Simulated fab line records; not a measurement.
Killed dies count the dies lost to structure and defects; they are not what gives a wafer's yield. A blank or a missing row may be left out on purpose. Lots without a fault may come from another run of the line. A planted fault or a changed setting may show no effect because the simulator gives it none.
What tool caused it?    flow sky130    13 lots, 39 wafers sampled, at 4 steps of a route of 708

== WHAT THE GAUGES READ, wafer by wafer ==
SKY_LOCAL_INTERCONNECT_CD_MEAS_11 targets a cd of 170 nm.
lot   measured      on         cd nm (nm)
L501  day 30 02:21  cd sem-01  167.4 170.3 167.8
L502  day 30 08:28  cd sem-02  171.2 173.8 170.5
L514  day 34 20:53  cd sem-02  170.7 170.5 169.3
L515  day 35 04:15  cd sem-02  170.5 171.2 172.7
L517  day 35 10:05  cd sem-02  169.2 169.5 169.6
L519  day 36 02:37  cd sem-02  170.0 169.8 170.9
L518  day 36 03:32  cd sem-01  169.6 169.9 171.0
L520  day 36 08:17  cd sem-02  172.3 173.0 172.4
L521  day 36 15:16  cd sem-01  172.0 170.5 171.2
L523  day 36 23:56  cd sem-02  168.3 169.0 168.9
L524  day 37 12:52  cd sem-01  170.0 169.8 167.9

== WHAT TOOL EACH LOT RAN ON (gives the tool, then ch and the chambers of the sampled wafers, and finally the start) ==
lot   SKY_LI_CONTACT_CMP_02          SKY_LI_CONTACT_ETCH_15              SKY_LI_CONTACT_STRIP_16
L501  cmp-01 ch 0,1,2, day 27 16:55  rie diel-03 ch 0,2,3, day 28 21:23  plasma asher-01 ch 0,1, day 28 21:28
L502  cmp-01 ch 0,2, day 27 22:49    rie diel-04 ch 0,1,2, day 29 03:21  plasma asher-04 ch 0,1, day 29 03:26
L504  cmp-02 ch 0,1,2, day 28 18:58  rie diel-01 ch 1,2,3, day 29 23:15  plasma asher-01 ch 0,1, day 29 23:20
L505  cmp-01 ch 2,3, day 29 07:13    rie diel-01 ch 1,2,3, day 30 11:07  plasma asher-01 ch 0,1, day 30 11:12
L514  cmp-01 ch 1,2, day 32 14:23    rie diel-04 ch 0,1,3, day 33 17:17  plasma asher-04 ch 0,1, day 33 17:22
L515  cmp-02 ch 0,1,3, day 32 20:34  rie diel-04 ch 0,1,3, day 34 00:11  plasma asher-01 ch 0,1, day 34 00:16
L517  cmp-01 ch 0,2,3, day 33 02:43  rie diel-04 ch 0,1,3, day 34 06:04  plasma asher-01 ch 0,1, day 34 06:11
L519  cmp-02 ch 0,1,3, day 33 20:22  rie diel-04 ch 1,3, day 34 23:31    plasma asher-03 ch 0,1, day 34 23:36
L518  cmp-01 ch 0,3, day 33 21:31    rie diel-04 ch 0,2,3, day 35 00:47  plasma asher-01 ch 0,1, day 35 00:52
L520  cmp-01 ch 1,2, day 34 02:16    rie diel-03 ch 0,1,3, day 35 05:37  plasma asher-03 ch 0,1, day 35 05:44
L521  cmp-01 ch 0,2, day 34 08:36    rie diel-03 ch 1,2,3, day 35 12:04  plasma asher-01 ch 0,1, day 35 12:09
L523  cmp-02 ch 1,2,3, day 34 18:20  rie diel-01 ch 0,1,2, day 35 21:05  plasma asher-03 ch 0,1, day 35 21:10
L524  cmp-01 ch 0,1,2, day 35 07:30  rie diel-04 ch 0,1,2, day 36 09:26  plasma asher-01 ch 0,1, day 36 09:31
- SKY_LI_CONTACT_CMP_02: polishes PSG.
- SKY_LI_CONTACT_ETCH_15: etches PSG in C4F8/O2/Ar, stops on Si, target depth 600 nm.
- SKY_LI_CONTACT_STRIP_16: strips in O2/N2.

== WHAT THE TOOLS THEMSELVES READ (means of the sampled wafers that have a number; where no wafer has one, the mark that the record gives instead) ==
SKY_LI_CONTACT_CMP_02.
lot   tool    motor current A (A)  time to endpoint s (s)
L501  cmp-01  12.3                 37
L502  cmp-01  12.7                 42
L504  cmp-02  11.5                 34
L505  cmp-01  12.1                 39
L514  cmp-01  12.3                 39
L515  cmp-02  12.7                 37
L517  cmp-01  12.7                 41
L519  cmp-02  13.1                 36
L518  cmp-01  12.0                 36
L520  cmp-01  12.3                 35
L521  cmp-01  12.9                 36
L523  cmp-02  12.3                 40
L524  cmp-01  12.2                 35

SKY_LI_CONTACT_ETCH_15.
lot   tool         bias w (W)  oes product au (a.u.)  rf fwd power W (W)
L501  rie diel-03  1204        0.837                  1492
L502  rie diel-04  1199        0.838                  1490
L504  rie diel-01  1199        0.834                  1496
L505  rie diel-01  1202        0.839                  1496
L514  rie diel-04  1200        0.834                  1490
L515  rie diel-04  1200        0.839                  1490
L517  rie diel-04  1205        0.842                  1490
L519  rie diel-04  1196        0.837                  1493
L518  rie diel-04  1200        0.841                  1493
L520  rie diel-03  1199        0.834                  1494
L521  rie diel-03  1201        0.841                  1489
L523  rie diel-01  1200        0.833                  1491
L524  rie diel-04  1202        0.840                  1489

SKY_LI_CONTACT_STRIP_16.
lot   tool             chamber pressure mTorr (mTorr)  drypump motor current A (A)  oes product au (a.u.)  strip time to endpoint s (s)
L501  plasma asher-01  1500.2                          5.8                          0.373                  3.46
L502  plasma asher-04  1499.8                          6.1                          0.375                  3.47
L504  plasma asher-01  -                               -                            -                      -
L505  plasma asher-01  -                               -                            -                      -
L514  plasma asher-04  1500.5                          6.1                          0.371                  3.45
L515  plasma asher-01  1500.9                          5.6                          0.374                  3.47
L517  plasma asher-01  1499.1                          5.6                          0.375                  3.44
L519  plasma asher-03  1501.1                          5.4                          0.375                  3.41
L518  plasma asher-01  1499.9                          5.8                          0.377                  3.46
L520  plasma asher-03  1499.0                          5.3                          0.372                  3.50
L521  plasma asher-01  1500.3                          5.6                          0.376                  3.44
L523  plasma asher-03  1499.4                          5.5                          0.373                  3.50
L524  plasma asher-01  1498.6                          5.8                          0.370                  3.44

== THE ANSWER, worked out from the rows above alone ==
Rule: usual is defined by the lots themselves. The widest of any qualifying gaps counts: lots, ordered by their means at a reading, are off when they make up no more than a third of the lots, leave a main group of 4 or more, and stand apart from it by 3 or more times the standard deviation of that group's means. If all means in a main group match to the digits the tables above print for the reading, that group is not used. A lot without any number at a reading at which 4 lots or more have one is off too. Where the step has rows for the other lots, those lots are counted as sound. Order of review: gauges by route order, followed by the tools' own readings, for which a lot's mean as printed above is used. At the first step where some lot is off, the reading lying furthest off is the one used; lots without a number count as furthest.
Off: L504, L505 (SKY_LI_CONTACT_STRIP_16, chamber pressure mTorr). Without a number there: L504, L505. Main group: mean 1499.9 mTorr, sd 0.77.
A tool fits if, at that step or a process step before it, it ran every lot that is off, and no sound lot after the first of them. None of those tried fits.

== WHAT THE SIMULATOR HAD PUT IN ==
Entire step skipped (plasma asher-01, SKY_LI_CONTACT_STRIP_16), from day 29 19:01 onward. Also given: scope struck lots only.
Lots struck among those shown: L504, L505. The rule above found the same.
